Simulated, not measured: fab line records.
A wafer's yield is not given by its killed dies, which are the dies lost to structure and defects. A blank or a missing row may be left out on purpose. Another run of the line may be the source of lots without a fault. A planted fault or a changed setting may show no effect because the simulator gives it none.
Which tool was responsible?	flow sky130	Sampling: 12 lots, 36 wafers, 4 of 708 route steps

WHAT EACH GAUGE READ, for each wafer
Not one reading of a measure or inspect step in the record can be checked against a usual standard deviation.

TOOL THAT RAN EACH LOT (tool first, then ch and the chambers of the sampled wafers, then the start)
lot	SKY_LI_CONTACT_ETCH_14	SKY_LOCAL_INTERCONNECT_COAT_06	SKY_METAL1_SPUTTER_00	SKY_METAL1_STRIP_20
L887	rie-diel-02 ch 2,3, day 30 09:28	litho-track-02 ch 0, day 31 00:00	pvd-sputter-01, day 32 21:33	plasma-asher-03 ch 0,1, day 34 01:22
L888	rie-diel-02 ch 0,1,3, day 31 00:33	litho-track-04 ch 0, day 32 01:00	pvd-sputter-03, day 33 20:00	plasma-asher-01 ch 0,1, day 35 00:12
L889	rie-diel-04 ch 1,2,3, day 31 07:16	litho-track-04 ch 0, day 31 22:00	pvd-sputter-03, day 33 18:41	plasma-asher-04 ch 0,1, day 34 22:24
L891	rie-diel-02 ch 0,1,2, day 32 02:51	litho-track-01 ch 0, day 32 18:00	pvd-sputter-03, day 34 14:55	plasma-asher-04 ch 0,1, day 35 18:03
L892	rie-diel-02 ch 0,3, day 32 17:09	litho-track-04 ch 0, day 33 07:00	pvd-sputter-04, day 35 03:00	plasma-asher-03 ch 0,1, day 36 05:47
L895	rie-diel-02 ch 2,3, day 33 02:49	litho-track-02 ch 0, day 33 17:00	pvd-sputter-03, day 35 12:52	plasma-asher-03 ch 0, day 36 15:44
L896	rie-diel-02 ch 0,2,3, day 33 10:48	litho-track-02 ch 0, day 34 01:00	pvd-sputter-04, day 35 20:25	plasma-asher-01 ch 0,1, day 36 23:50
L897	rie-diel-04 ch 0,1,3, day 33 17:40	litho-track-04 ch 0, day 34 08:00	pvd-sputter-01, day 36 03:16	plasma-asher-04 ch 0,1, day 37 05:06
L900	rie-diel-02 ch 0,2, day 35 03:31	litho-track-01 ch 0, day 35 18:00	pvd-sputter-01, day 37 12:49	plasma-asher-03 ch 0, day 38 15:17
L901	rie-diel-04 ch 1,2,3, day 35 11:07	litho-track-04 ch 0, day 36 00:00	pvd-sputter-03, day 37 18:41	plasma-asher-04 ch 0,1, day 38 21:34
L903	rie-diel-01 ch 0,2, day 35 16:49	litho-track-01 ch 0, day 36 06:00	pvd-sputter-04, day 38 01:19	plasma-asher-04 ch 0,1, day 39 03:05
L906	rie-diel-04 ch 1,3, day 36 14:46	litho-track-04 ch 0, day 37 04:00	pvd-sputter-04, day 38 22:03	plasma-asher-04 ch 0,1, day 39 22:43
- SKY_LI_CONTACT_ETCH_14: etches BARC in N2/H2, stops on SiO2, time 45.9 s, target depth 60 nm.
- SKY_LOCAL_INTERCONNECT_COAT_06: resist thk 450 nm.
- SKY_METAL1_SPUTTER_00: material Ti, target thk 15 nm, time 10 s.
- SKY_METAL1_STRIP_20: strips in O2/N2.

AS READ BY THE TOOLS THEMSELVES (means over the sampled wafers that have a number; for cases with no such wafer, the mark the record gives instead)
SKY_LI_CONTACT_ETCH_14.
lot	tool	drypump-motor-current-A (A)	oes-product-au (a.u.)	throttle-valve-pct (%)
L887	rie-diel-02	6.1	0.850	13.227
L888	rie-diel-02	6.1	0.851	13.226
L889	rie-diel-04	5.7	0.860	13.223
L891	rie-diel-02	5.9	0.854	13.226
L892	rie-diel-02	6.2	0.853	13.232
L895	rie-diel-02	6.2	0.852	13.218
L896	rie-diel-02	6.0	0.853	13.222
L897	rie-diel-04	5.5	0.853	13.232
L900	rie-diel-02	5.8	0.856	13.217
L901	rie-diel-04	5.7	0.851	13.232
L903	rie-diel-01	5.0	0.857	13.228
L906	rie-diel-04	5.7	0.855	13.217

SKY_LOCAL_INTERCONNECT_COAT_06.
lot	tool	chill-plate-temp-C (C)	spin-speed-rpm (rpm)
L887	litho-track-02	22.81	3000.9
L888	litho-track-04	23.10	3001.3
L889	litho-track-04	22.99	2998.4
L891	litho-track-01	22.91	3000.0
L892	litho-track-04	23.08	3002.2
L895	litho-track-02	22.92	2998.6
L896	litho-track-02	23.04	2997.7
L897	litho-track-04	22.85	3001.0
L900	litho-track-01	23.02	2996.8
L901	litho-track-04	22.88	2928.7
L903	litho-track-01	23.00	2995.3
L906	litho-track-04	23.02	2929.1

SKY_METAL1_SPUTTER_00.
lot	tool	throttle-valve-pct (%)
L887	pvd-sputter-01	29.6
L888	pvd-sputter-03	30.0
L889	pvd-sputter-03	30.5
L891	pvd-sputter-03	30.3
L892	pvd-sputter-04	29.6
L895	pvd-sputter-03	30.5
L896	pvd-sputter-04	29.3
L897	pvd-sputter-01	29.0
L900	pvd-sputter-01	29.9
L901	pvd-sputter-03	30.2
L903	pvd-sputter-04	29.2
L906	pvd-sputter-04	29.2

SKY_METAL1_STRIP_20.
lot	tool	drypump-motor-current-A (A)	oes-product-au (a.u.)	strip-time-to-endpoint-s (s)
L887	plasma-asher-03	6.0	0.347	2.67
L888	plasma-asher-01	5.6	0.351	2.75
L889	plasma-asher-04	5.6	0.341	2.64
L891	plasma-asher-04	5.4	0.346	2.79
L892	plasma-asher-03	6.0	0.343	2.68
L895	plasma-asher-03	5.9	0.347	2.69
L896	plasma-asher-01	5.9	0.344	2.65
L897	plasma-asher-04	5.6	0.342	2.69
L900	plasma-asher-03	5.9	0.339	2.67
L901	plasma-asher-04	5.6	0.345	2.64
L903	plasma-asher-04	5.6	0.343	2.77
L906	plasma-asher-04	5.6	0.343	2.70

THE ANSWER, worked out from the rows above alone
Rule: what is usual is taken from the lots themselves. Put in order of their means at a reading, lots are off if they are a third of the lots or fewer, leave a main group of 4 or more, and stand apart from it by a gap of 3 or more times the standard deviation of the main group's means; of several such gaps the widest counts. A main group is skipped when, at the precision printed for the reading in the tables above, its means are all equal. A lot without any number at a reading at which 4 lots or more have one is off too. All remaining lots with rows at the step are treated as sound. First the gauges in route order, then the tools' own readings, where a lot's mean is used as printed above. At the first step where some lot is off, the reading lying furthest off is the one used; lots without a number count as furthest.
Off, at SKY_LOCAL_INTERCONNECT_COAT_06 on spin-speed-rpm: L901, L906. For the main group the mean is 2999.2 rpm and the standard deviation 2.1.
If a tool, at that step or one of the process steps before it, ran each lot that is off and ran no sound lot following the first of them, it fits. This does not decide it: 2 tools fit, namely rie-diel-04 at SKY_LI_CONTACT_ETCH_14 and litho-track-04 at SKY_LOCAL_INTERCONNECT_COAT_06.

WHAT HAD BEEN PUT IN BY THE SIMULATOR
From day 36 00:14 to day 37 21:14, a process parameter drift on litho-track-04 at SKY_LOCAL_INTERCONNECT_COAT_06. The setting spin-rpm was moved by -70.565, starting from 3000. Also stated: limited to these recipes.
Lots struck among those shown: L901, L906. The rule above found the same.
